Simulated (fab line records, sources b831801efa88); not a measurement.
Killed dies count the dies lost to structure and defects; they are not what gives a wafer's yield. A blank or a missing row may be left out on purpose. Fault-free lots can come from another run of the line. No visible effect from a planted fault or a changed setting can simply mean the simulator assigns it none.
fab line records	flow sky130	part 1 of 2: steps 1 to 28 of 38
record: lots: 5	wafers: 15	last_day: 50
route steps=708 shown DNWELL@41 PWDE@45 NWELL@56
lots untouched by any fault: they come from a run of this same line in which no faults occurred
start_h: start of the lot's first displayed wafer, in hours after the record's first day	wait_h: time in hours since the lot's previous step	" unchanged from the row above	L1.1+2: one row covering several wafers at once	- no value, or no start given	* or withheld: withheld	< > ~ a bound
route shown NAME@n: names a module that has steps shown in the file, with the first one's number in the route	usual: the fault-free wafers' mean and standard deviation	same: alike in all rows	chamber/n: place in a boat	sites: per-site readings	_std_site: the values' standard deviation	_edge_site: outer sites' mean less inner sites'	radius_mm: how far each site lies from the wafer's centre	mask NAME#n: copy n	behind: the tool/chamber that last shaped the wafer	hold: what put the lot on hold/how long, in hours/how the hold closed	device: whichever transistor did not switch (one of n, p or np)	end of line: the tests these same wafers got at the end of their route	a step with no rows: only its recipe	killed: not the wafer's yield, but the dies lost to structure and defects at the first sort	map: per-die view of a wafer (x killed, . not killed, _ where there is no die)
set.NAME: the setting that was run; set.NAME@STEP: the one run at that earlier step	model.NAME: the simulator's own value behind a step, which no gauge read
lots at some steps of the route; a table a step, a row a wafer
services: the hour from which a tool's chamber was out of use, counted from the record's first day as start_h (under 0 if before that day), plus the number of hours and why
== steps ==
step: SKY_DNWELL_DEVELOP_06
recipe: wall_angle_deg: 90	developer: TMAH	develop_time_s: 60	dev_temp_c: 23
usual: resist_line_temp_C: 23.02/0.1
same: develop_time_s: 60
lot.wafer	tool	chamber	start_h	wait_h	resist_line_temp_C
L078.1	litho_track-04	0	-	-	23.05
L078.4	"	0	"	"	22.93
L078.5	"	0	"	"	23.20
L081.4	litho_track-01	0	-	-	23.01
L081.5	"	0	"	"	22.93
L081.6	"	0	"	"	22.79
L083.2	litho_track-04	0	-	-	22.97
L083.4	"	0	"	"	22.96
L083.5	"	0	"	"	23.02
L094.1	litho_track-02	0	-	-	23.03
L094.2	"	0	"	"	22.92
L094.6	"	0	"	"	23.00
L095.2	litho_track-02	0	-	-	22.92
L095.4	"	0	"	"	22.97
L095.5	"	0	"	"	23.07
step: SKY_DNWELL_IMPLANT_07
recipe: species: P	energy_kev: withheld	dose_cm2: withheld	tilt_deg: withheld
lot.wafer	tool	chamber	start_h	wait_h
L078.1+4+5	implanter-03	0	76.62	-
L081.4+5+6	implanter-04	0	95.12	-
L083.2+4+5	implanter-04	0	114.15	-
L094.1+2+6	implanter-04	0	165.65	-
L095.2+4+5	implanter-04	0	168.18	-
step: SKY_DNWELL_STRIP_08
recipe: chemistry: O2/N2	power_w: 1400	pressure_mtorr: 1500	platen_temp_c: withheld	o2_flow_sccm: 3000	n2_flow_sccm: 300	overash_fraction: 0.5
usual: drypump_motor_current_A: 5.7/0.51	oes_product_au: 0.722/0.0044	strip_time_to_endpoint_s: 36.94/0.11
lot.wafer	tool	chamber	start_h	wait_h	drypump_motor_current_A	oes_product_au	rf_hours_counter_h	strip_time_to_endpoint_s
L078.1	plasma_asher-04	0	76.77	0.1	6.1	0.724	27	36.92
L078.4	"	0	"	"	6.1	0.717	-	36.84
L078.5	"	0	"	"	6.1	0.728	-	37.00
L081.4	plasma_asher-04	1	95.23	0.1	4.9	0.722	-	37.03
L081.5	"	0	"	"	6.1	0.726	-	37.11
L081.6	"	1	"	"	4.9	0.725	-	37.07
L083.2	plasma_asher-04	0	114.27	0.1	6.1	0.722	30	36.75
L083.4	"	1	"	"	4.9	0.727	-	36.75
L083.5	"	0	"	"	6.1	0.724	-	36.89
L094.1	plasma_asher-03	0	165.80	0.1	6.1	0.721	45	37.06
L094.2	"	1	"	"	5.9	0.723	45	36.86
L094.6	"	0	"	"	6.1	0.725	-	36.93
L095.2	plasma_asher-04	1	168.30	0.1	4.9	0.712	36	36.86
L095.4	"	1	"	"	4.9	0.720	-	36.73
L095.5	"	0	"	"	6.1	0.717	-	36.78
step: SKY_DNWELL_TW_MEAS_09
usual: DNWELL_TW: 1112/6.9
lot.wafer	tool	chamber	start_h	wait_h	DNWELL_TW
L078.1	film_metro-03	-	76.87	0.1	1116
L078.4	"	-	"	"	1113
L078.5	"	-	"	"	1113
L081.4	film_metro-03	-	95.32	0.1	1120
L081.5	"	-	"	"	1121
L081.6	"	-	"	"	1119
L083.2	film_metro-01	-	114.38	0.1	1119
L083.4	"	-	"	"	1118
L083.5	"	-	"	"	1114
L094.1	film_metro-02	-	165.90	0.1	1102
L094.2	"	-	"	"	1107
L094.6	"	-	"	"	1111
L095.2	film_metro-02	-	168.41	0.1	1102
L095.4	"	-	"	"	1107
L095.5	"	-	"	"	1101
step: SKY_PWDE_DEHYDRATE_00
recipe: temp_c: 200	time_s: 60
usual: resist_line_temp_C: 22.97/0.11
lot.wafer	tool	chamber	start_h	wait_h	resist_line_temp_C
L078.1	litho_track-04	0	85.07	8.2	23.02
L078.4	"	0	"	"	22.92
L078.5	"	0	"	"	22.96
L081.4	litho_track-04	0	103.05	7.7	23.01
L081.5	"	0	"	"	22.98
L081.6	"	0	"	"	23.00
L083.2	litho_track-03	0	123.20	8.8	23.05
L083.4	"	0	"	"	23.05
L083.5	"	0	"	"	22.86
L094.1	litho_track-01	0	175.39	9.5	22.89
L094.2	"	0	"	"	22.77
L094.6	"	0	"	"	22.93
L095.2	litho_track-04	0	178.10	9.7	22.77
L095.4	"	0	"	"	22.79
L095.5	"	0	"	"	22.82
step: SKY_PWDE_HMDS_01
recipe: prime_time_s: 60	prime_temp_c: 120
usual: resist_line_temp_C: 23.02/0.095
lot.wafer	tool	chamber	start_h	wait_h	resist_line_temp_C
L078.1	litho_track-04	0	85.22	0.1	23.09
L078.4	"	0	"	"	23.09
L078.5	"	0	"	"	23.10
L081.4	litho_track-04	0	103.20	0.1	23.10
L081.5	"	0	"	"	22.93
L081.6	"	0	"	"	22.97
L083.2	litho_track-03	0	123.35	0.1	23.04
L083.4	"	0	"	"	23.06
L083.5	"	0	"	"	22.92
L094.1	litho_track-01	0	175.54	0.1	23.03
L094.2	"	0	"	"	23.03
L094.6	"	0	"	"	23.09
L095.2	litho_track-04	0	178.25	0.1	22.93
L095.4	"	0	"	"	23.03
L095.5	"	0	"	"	22.94
step: SKY_PWDE_COAT_02
recipe: spin_rpm: 2000	resist_thk_nm: 3000
usual: dispense_pressure_kPa: 48.2/2	resist_line_temp_C: 22.97/0.11
lot.wafer	tool	chamber	start_h	wait_h	dispense_pressure_kPa	resist_line_temp_C
L078.1	litho_track-04	0	85.37	0.1	46.3	22.85
L078.4	"	0	"	"	46.3	22.87
L078.5	"	0	"	"	46.2	23.04
L081.4	litho_track-04	0	103.35	0.1	46.3	23.11
L081.5	"	0	"	"	46.3	22.93
L081.6	"	0	"	"	46.3	22.93
L083.2	litho_track-03	0	123.50	0.1	48.7	23.07
L083.4	"	0	"	"	48.7	23.11
L083.5	"	0	"	"	48.7	23.11
L094.1	litho_track-01	0	175.69	0.1	51.2	22.81
L094.2	"	0	"	"	51.3	22.83
L094.6	"	0	"	"	51.3	22.87
L095.2	litho_track-04	0	178.40	0.1	46.3	22.80
L095.4	"	0	"	"	46.3	22.78
L095.5	"	0	"	"	46.3	22.81
step: SKY_PWDE_SOFTBAKE_03
recipe: temp_c: 110	time_s: withheld
usual: resist_line_temp_C: 22.99/0.1
lot.wafer	tool	chamber	start_h	wait_h	resist_line_temp_C
L078.1	litho_track-04	0	85.52	0.1	22.76
L078.4	"	0	"	"	22.89
L078.5	"	0	"	"	22.91
L081.4	litho_track-04	0	103.52	0.1	23.08
L081.5	"	0	"	"	23.20
L081.6	"	0	"	"	22.99
L083.2	litho_track-03	0	123.66	0.1	23.11
L083.4	"	0	"	"	22.94
L083.5	"	0	"	"	23.09
L094.1	litho_track-01	0	175.84	0.1	23.06
L094.2	"	0	"	"	22.87
L094.6	"	0	"	"	23.00
L095.2	litho_track-04	0	178.55	0.1	23.09
L095.4	"	0	"	"	22.95
L095.5	"	0	"	"	22.91
step: SKY_PWDE_EXPOSE_04
recipe: mask_id: PWDEM	na: 0.6	source_shape: conventional	sigma_outer: 0.6	polarization: unpolarized	target_cd_nm: 840	dose_mj: 214
lot.wafer	tool	chamber	start_h	wait_h	mask
L078.1+4+5	iline_stepper-02	0	-	-	PWDEM#0
L081.4+5+6	iline_stepper-02	0	-	-	PWDEM#0
L083.2+4+5	iline_stepper-01	0	-	-	PWDEM#0
L094.1+2+6	iline_stepper-02	0	-	-	PWDEM#0
L095.2+4+5	iline_stepper-02	0	-	-	PWDEM#0
step: SKY_PWDE_PEB_05
recipe: temp_c: 115	time_s: withheld
usual: resist_line_temp_C: 23.01/0.1
lot.wafer	tool	chamber	start_h	wait_h	resist_line_temp_C
L078.1	litho_track-03	0	-	-	23.13
L078.4	"	0	"	"	22.96
L078.5	"	0	"	"	23.02
L081.4	litho_track-03	0	-	-	23.07
L081.5	"	0	"	"	22.94
L081.6	"	0	"	"	23.01
L083.2	litho_track-04	0	-	-	22.84
L083.4	"	0	"	"	22.86
L083.5	"	0	"	"	22.88
L094.1	litho_track-01	0	-	-	23.06
L094.2	"	0	"	"	22.99
L094.6	"	0	"	"	23.03
L095.2	litho_track-04	0	-	-	23.01
L095.4	"	0	"	"	23.22
L095.5	"	0	"	"	23.07
step: SKY_PWDE_DEVELOP_06
recipe: wall_angle_deg: 90	developer: TMAH	develop_time_s: 60	dev_temp_c: 23
usual: resist_line_temp_C: 22.99/0.13
same: develop_time_s: 60
lot.wafer	tool	chamber	start_h	wait_h	resist_line_temp_C
L078.1	litho_track-03	0	-	-	22.92
L078.4	"	0	"	"	23.08
L078.5	"	0	"	"	22.88
L081.4	litho_track-03	0	-	-	23.19
L081.5	"	0	"	"	22.87
L081.6	"	0	"	"	22.97
L083.2	litho_track-04	0	-	-	23.08
L083.4	"	0	"	"	22.80
L083.5	"	0	"	"	23.13
L094.1	litho_track-01	0	-	-	23.01
L094.2	"	0	"	"	23.00
L094.6	"	0	"	"	22.98
L095.2	litho_track-04	0	-	-	23.07
L095.4	"	0	"	"	23.02
L095.5	"	0	"	"	23.20
step: SKY_PWDE_OVL_MEAS_07
usual: PWDE_OVL: 0.4/1.2
lot.wafer	tool	chamber	start_h	wait_h	PWDE_OVL[nm]
L078.1	overlay-01	-	93.92	-	0.5
L078.4	"	-	"	"	-1.8
L078.5	"	-	"	"	0.9
L081.4	overlay-02	-	112.59	-	3.2
L081.5	"	-	"	"	1.3
L081.6	"	-	"	"	1.4
L083.2	overlay-02	-	133.58	-	-0.6
L083.4	"	-	"	"	0.3
L083.5	"	-	"	"	-0.6
L094.1	overlay-01	-	186.54	-	0.4
L094.2	"	-	"	"	0.2
L094.6	"	-	"	"	0.1
L095.2	overlay-02	-	189.08	-	1.7
L095.4	"	-	"	"	-0.2
L095.5	"	-	"	"	-0.3
step: SKY_PWDE_IMPLANT_08
recipe: species: B	energy_kev: 150	dose_cm2: 3.6e+12	tilt_deg: withheld
lot.wafer	tool	chamber	start_h	wait_h
L078.1+4+5	implanter-01	0	93.96	0.0
L081.4+5+6	implanter-01	0	112.68	0.1
L083.2+4+5	implanter-02	0	133.63	0.0
L094.1+2+6	implanter-02	0	186.58	0.0
L095.2+4+5	implanter-01	0	189.13	0.0
step: SKY_PWDE_STRIP_09
recipe: chemistry: O2/N2	power_w: 1400	pressure_mtorr: 1500	platen_temp_c: withheld	o2_flow_sccm: 3000	n2_flow_sccm: 300	overash_fraction: 0.5
usual: drypump_motor_current_A: 5.7/0.4	oes_product_au: 0.722/0.0049	strip_time_to_endpoint_s: 36.92/0.089
lot.wafer	tool	chamber	start_h	wait_h	drypump_motor_current_A	oes_product_au	rf_hours_counter_h	strip_time_to_endpoint_s
L078.1	plasma_asher-01	1	94.11	0.1	5.4	0.733	41	36.94
L078.4	"	0	"	"	5.9	0.720	-	36.94
L078.5	"	0	"	"	6.0	0.721	-	37.00
L081.4	plasma_asher-03	1	112.79	0.1	5.8	0.728	-	36.97
L081.5	"	1	"	"	5.9	0.729	-	36.94
L081.6	"	0	"	"	6.1	0.730	-	36.99
L083.2	plasma_asher-03	0	133.76	0.1	6.1	0.717	43	37.09
L083.4	"	1	"	"	5.9	0.723	-	37.12
L083.5	"	0	"	"	6.1	0.712	-	36.97
L094.1	plasma_asher-03	1	186.73	0.1	5.8	0.722	46	36.88
L094.2	"	0	"	"	6.1	0.731	46	36.92
L094.6	"	0	"	"	6.1	0.727	-	36.73
L095.2	plasma_asher-01	0	189.26	0.1	6.0	0.733	8	36.87
L095.4	"	1	"	"	5.5	0.711	-	36.74
L095.5	"	0	"	"	6.0	0.721	-	36.83
step: SKY_PWDE_TW_MEAS_10
usual: PWDE_TW: 373.2/2
lot.wafer	tool	chamber	start_h	wait_h	PWDE_TW
L078.1	film_metro-01	-	94.21	0.1	375.8
L078.4	"	-	"	"	378.0
L078.5	"	-	"	"	375.5
L081.4	film_metro-03	-	112.89	0.1	375.2
L081.5	"	-	"	"	374.6
L081.6	"	-	"	"	372.2
L083.2	film_metro-02	-	133.87	0.1	370.7
L083.4	"	-	"	"	371.4
L083.5	"	-	"	"	372.8
L094.1	film_metro-03	-	186.83	0.1	371.8
L094.2	"	-	"	"	372.6
L094.6	"	-	"	"	372.7
L095.2	film_metro-03	-	189.37	0.1	373.0
L095.4	"	-	"	"	373.5
L095.5	"	-	"	"	375.1
step: SKY_NWELL_DEHYDRATE_03
recipe: temp_c: 200	time_s: 60
usual: resist_line_temp_C: 23.00/0.089
lot.wafer	tool	chamber	start_h	wait_h	resist_line_temp_C
L078.1	litho_track-03	0	102.07	7.9	23.05
L078.4	"	0	"	"	22.97
L078.5	"	0	"	"	22.93
L081.4	litho_track-02	0	121.78	8.9	22.96
L081.5	"	0	"	"	22.88
L081.6	"	0	"	"	23.04
L083.2	litho_track-03	0	143.10	9.2	22.94
L083.4	"	0	"	"	22.97
L083.5	"	0	"	"	23.03
L094.1	litho_track-03	0	197.27	10.4	22.93
L094.2	"	0	"	"	23.07
L094.6	"	0	"	"	22.96
L095.2	litho_track-02	0	199.58	10.2	22.91
L095.4	"	0	"	"	22.95
L095.5	"	0	"	"	22.84
step: SKY_NWELL_HMDS_04
recipe: prime_time_s: 60	prime_temp_c: 120
usual: resist_line_temp_C: 22.99/0.1
lot.wafer	tool	chamber	start_h	wait_h	resist_line_temp_C
L078.1	litho_track-03	0	102.22	0.1	22.92
L078.4	"	0	"	"	22.86
L078.5	"	0	"	"	23.04
L081.4	litho_track-02	0	121.93	0.1	22.95
L081.5	"	0	"	"	22.93
L081.6	"	0	"	"	22.79
L083.2	litho_track-03	0	143.25	0.1	22.97
L083.4	"	0	"	"	22.91
L083.5	"	0	"	"	22.88
L094.1	litho_track-03	0	197.42	0.1	23.13
L094.2	"	0	"	"	22.85
L094.6	"	0	"	"	23.06
L095.2	litho_track-02	0	199.73	0.1	22.93
L095.4	"	0	"	"	23.09
L095.5	"	0	"	"	22.84
step: SKY_NWELL_COAT_05
recipe: spin_rpm: 2000	resist_thk_nm: 3000
usual: dispense_pressure_kPa: 46/3.3	resist_line_temp_C: 23.02/0.1
lot.wafer	tool	chamber	start_h	wait_h	dispense_pressure_kPa	resist_line_temp_C
L078.1	litho_track-03	0	102.37	0.1	49	23.19
L078.4	"	0	"	"	49	23.15
L078.5	"	0	"	"	49	23.15
L081.4	litho_track-02	0	122.08	0.1	42	22.90
L081.5	"	0	"	"	43	23.09
L081.6	"	0	"	"	42	23.11
L083.2	litho_track-03	0	143.40	0.1	49	22.84
L083.4	"	0	"	"	49	22.86
L083.5	"	0	"	"	49	22.75
L094.1	litho_track-03	0	197.57	0.1	49	23.06
L094.2	"	0	"	"	49	23.02
L094.6	"	0	"	"	49	23.09
L095.2	litho_track-02	0	199.88	0.1	43	23.12
L095.4	"	0	"	"	43	22.87
L095.5	"	0	"	"	43	23.11
step: SKY_NWELL_SOFTBAKE_06
recipe: temp_c: 110	time_s: withheld
usual: resist_line_temp_C: 23.02/0.12
lot.wafer	tool	chamber	start_h	wait_h	resist_line_temp_C
L078.1	litho_track-03	0	102.52	0.1	22.88
L078.4	"	0	"	"	22.93
L078.5	"	0	"	"	23.00
L081.4	litho_track-02	0	122.25	0.1	22.92
L081.5	"	0	"	"	22.88
L081.6	"	0	"	"	22.80
L083.2	litho_track-03	0	143.56	0.1	23.06
L083.4	"	0	"	"	23.18
L083.5	"	0	"	"	23.09
L094.1	litho_track-03	0	197.72	0.1	22.93
L094.2	"	0	"	"	22.98
L094.6	"	0	"	"	23.13
L095.2	litho_track-02	0	200.03	0.1	23.06
L095.4	"	0	"	"	23.12
L095.5	"	0	"	"	23.24
step: SKY_NWELL_EXPOSE_07
recipe: mask_id: NWM	na: 0.6	source_shape: conventional	sigma_outer: 0.6	polarization: unpolarized	target_cd_nm: 840	dose_mj: 255
lot.wafer	tool	chamber	start_h	wait_h	mask
L078.1+4+5	iline_stepper-02	0	-	-	NWM#0
L081.4+5+6	iline_stepper-02	0	-	-	NWM#0
L083.2+4+5	iline_stepper-01	0	-	-	NWM#0
L094.1+2+6	iline_stepper-02	0	-	-	NWM#0
L095.2+4+5	iline_stepper-02	0	-	-	NWM#0
step: SKY_NWELL_PEB_08
recipe: temp_c: 115	time_s: withheld
usual: resist_line_temp_C: 22.97/0.1
lot.wafer	tool	chamber	start_h	wait_h	resist_line_temp_C
L078.1	litho_track-01	0	-	-	22.75
L078.4	"	0	"	"	23.09
L078.5	"	0	"	"	22.98
L081.4	litho_track-01	0	-	-	22.78
L081.5	"	0	"	"	22.82
L081.6	"	0	"	"	22.87
L083.2	litho_track-01	0	-	-	22.89
L083.4	"	0	"	"	23.15
L083.5	"	0	"	"	23.06
L094.1	litho_track-01	0	-	-	22.89
L094.2	"	0	"	"	22.81
L094.6	"	0	"	"	22.84
L095.2	litho_track-03	0	-	-	23.12
L095.4	"	0	"	"	22.96
L095.5	"	0	"	"	22.94
step: SKY_NWELL_DEVELOP_09
recipe: wall_angle_deg: 90	developer: TMAH	develop_time_s: 60	dev_temp_c: 23
usual: resist_line_temp_C: 22.98/0.1
same: develop_time_s: 60
lot.wafer	tool	chamber	start_h	wait_h	resist_line_temp_C
L078.1	litho_track-01	0	-	-	23.04
L078.4	"	0	"	"	23.15
L078.5	"	0	"	"	23.05
L081.4	litho_track-01	0	-	-	22.84
L081.5	"	0	"	"	22.83
L081.6	"	0	"	"	22.98
L083.2	litho_track-01	0	-	-	23.08
L083.4	"	0	"	"	22.89
L083.5	"	0	"	"	23.01
L094.1	litho_track-01	0	-	-	22.99
L094.2	"	0	"	"	23.09
L094.6	"	0	"	"	22.94
L095.2	litho_track-03	0	-	-	22.93
L095.4	"	0	"	"	23.05
L095.5	"	0	"	"	22.93
step: SKY_NWELL_OVL_MEAS_10
usual: NWELL_00_OVL: 0.6/1.3
lot.wafer	tool	chamber	start_h	wait_h	NWELL_00_OVL[nm]
L078.1	overlay-02	-	111.69	-	0.6
L078.4	"	-	"	"	2.4
L078.5	"	-	"	"	1.4
L081.4	overlay-01	-	132.11	-	1.3
L081.5	"	-	"	"	3.0
L081.6	"	-	"	"	2.0
L083.2	overlay-02	-	153.40	-	0.8
L083.4	"	-	"	"	1.0
L083.5	"	-	"	"	-0.1
L094.1	overlay-02	-	208.54	-	0.7
L094.2	"	-	"	"	2.3
L094.6	"	-	"	"	2.0
L095.2	overlay-02	-	211.28	-	-0.1
L095.4	"	-	"	"	-0.8
L095.5	"	-	"	"	-0.1
step: SKY_NWELL_IMPLANT_11
recipe: species: P	energy_kev: 400	dose_cm2: 1.9e+13	tilt_deg: withheld
lot.wafer	tool	chamber	start_h	wait_h
L078.1+4+5	implanter-02	0	111.73	0.0
L081.4+5+6	implanter-01	0	132.20	0.1
L083.2+4+5	implanter-03	0	153.45	0.0
L094.1+2+6	implanter-03	0	208.58	0.0
L095.2+4+5	implanter-01	0	211.33	0.0
step: SKY_NWELL_IMPLANT_12
recipe: species: P	energy_kev: 120	dose_cm2: 1.3e+12	tilt_deg: withheld
lot.wafer	tool	chamber	start_h	wait_h
L078.1+4+5	implanter-02	0	111.88	0.1
L081.4+5+6	implanter-01	0	132.35	0.1
L083.2+4+5	implanter-03	0	153.60	0.1
L094.1+2+6	implanter-03	0	208.73	0.1
L095.2+4+5	implanter-01	0	211.48	0.1
step: SKY_NWELL_IMPLANT_13
recipe: species: P	energy_kev: 50	dose_cm2: 7e+11	tilt_deg: withheld
lot.wafer	tool	chamber	start_h	wait_h
L078.1+4+5	implanter-02	0	112.03	0.1
L081.4+5+6	implanter-01	0	132.50	0.1
L083.2+4+5	implanter-03	0	153.75	0.1
L094.1+2+6	implanter-03	0	208.88	0.1
L095.2+4+5	implanter-01	0	211.63	0.1
step: SKY_NWELL_STRIP_14
recipe: chemistry: O2/N2	power_w: 1400	pressure_mtorr: 1500	platen_temp_c: withheld	o2_flow_sccm: 3000	n2_flow_sccm: 300	overash_fraction: 0.5
usual: drypump_motor_current_A: 5.8/0.34	oes_product_au: 0.723/0.0044	strip_time_to_endpoint_s: 36.94/0.084
lot.wafer	tool	chamber	start_h	wait_h	drypump_motor_current_A	oes_product_au	rf_hours_counter_h	strip_time_to_endpoint_s
L078.1	plasma_asher-03	0	112.18	0.1	6.1	0.732	41	36.91
L078.4	"	0	"	"	6.1	0.718	-	36.85
L078.5	"	0	"	"	6.1	0.718	-	36.86
L081.4	plasma_asher-02	0	132.61	0.1	5.1	0.718	-	37.20
L081.5	"	1	"	"	6.2	0.724	-	37.23
L081.6	"	0	"	"	5.1	0.718	-	37.02
L083.2	plasma_asher-02	1	153.88	0.1	6.2	0.730	47	36.85
L083.4	"	0	"	"	5.1	0.723	-	36.87
L083.5	"	1	"	"	6.1	0.720	-	36.99
L094.1	plasma_asher-01	0	209.03	0.1	6.0	0.725	9	36.93
L094.2	"	1	"	"	5.5	0.727	9	36.86
L094.6	"	1	"	"	5.4	0.724	-	36.89
L095.2	plasma_asher-03	0	211.76	0.1	6.1	0.723	49	36.98
L095.4	"	1	"	"	5.8	0.720	-	36.96
L095.5	"	1	"	"	5.9	0.717	-	36.84
step: SKY_NWELL_TW_MEAS_15
usual: NWELL_TW: 1819/10
lot.wafer	tool	chamber	start_h	wait_h	NWELL_TW
L078.1	film_metro-03	-	112.28	0.1	1821
L078.4	"	-	"	"	1821
L078.5	"	-	"	"	1819
L081.4	film_metro-02	-	132.71	0.1	1802
L081.5	"	-	"	"	1802
L081.6	"	-	"	"	1804
L083.2	film_metro-01	-	153.99	0.1	1835
L083.4	"	-	"	"	1828
L083.5	"	-	"	"	1828
L094.1	film_metro-02	-	209.13	0.1	1804
L094.2	"	-	"	"	1808
L094.6	"	-	"	"	1812
L095.2	film_metro-01	-	211.87	0.1	1825
L095.4	"	-	"	"	1813
L095.5	"	-	"	"	1830
